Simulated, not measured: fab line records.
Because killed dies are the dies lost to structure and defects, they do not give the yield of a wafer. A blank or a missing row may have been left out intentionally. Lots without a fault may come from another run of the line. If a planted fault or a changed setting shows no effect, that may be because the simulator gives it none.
Chamber matching | flow sky130 | 4 sister chambers for SKY_VIA3_CMP_02 on cmp-02
The step polishes SiO2. 4 wafers are shown with their chamber, then 12 later ones without.

## WAFERS WITH THEIR CHAMBER
wafer  | chamber | motor current A (A)
L085.2 | 2       | 14.7
L090.1 | 3       | 11.5
L090.2 | 1       | 12.1
L090.3 | 0       | 13.6

## WAFERS WHOSE CHAMBER IS MISSING
wafer  | motor current A (A)
L091.1 | 12.3
L091.5 | 14.5
L091.6 | 12.0
L093.1 | 12.6
L093.5 | 14.4
L093.6 | 11.7
L094.1 | 12.1
L094.2 | 12.5
L094.3 | 14.1
L096.3 | 12.8
L096.4 | 14.5
L096.5 | 13.0

## THE CHAMBER EACH PASSED THROUGH
wafer  | from the rows above          | in truth
L091.1 | can't be placed: 1 or 3      | 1
L091.5 | can't be placed: 2 or 0      | 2
L091.6 | can't be placed: 1 or 3      | 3
L093.1 | can't be placed: 1 or 0 or 3 | 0
L093.5 | can't be placed: 2 or 0      | 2
L093.6 | can't be placed: 3 or 1      | 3
L094.1 | can't be placed: 1 or 3      | 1
L094.2 | can't be placed: 1 or 3 or 0 | 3
L094.3 | can't be placed: 0 or 2      | 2
L096.3 | can't be placed: 1 or 0 or 3 | 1
L096.4 | can't be placed: 2 or 0      | 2
L096.5 | can't be placed: 0 or 1      | 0
Correctly placed: 0 of 12. Can't be placed from these rows: 12 (the true chamber is among the candidates in 12). 0 placed wrongly.
How it was worked out, from the rows above alone: a wafer's distance from a chamber is the root of the sum, over the readings, of the square of ((its reading less the chamber's mean) divided by the reading's scatter). If the next closest chamber is less than 2 further off than the closest, the wafer can't be placed; otherwise it belongs to the closest. Each chamber's mean is taken over the wafers shown for it. The scatter: root of mean squared gap, hidden wafer to nearest shown wafer, with one shown wafer a chamber.
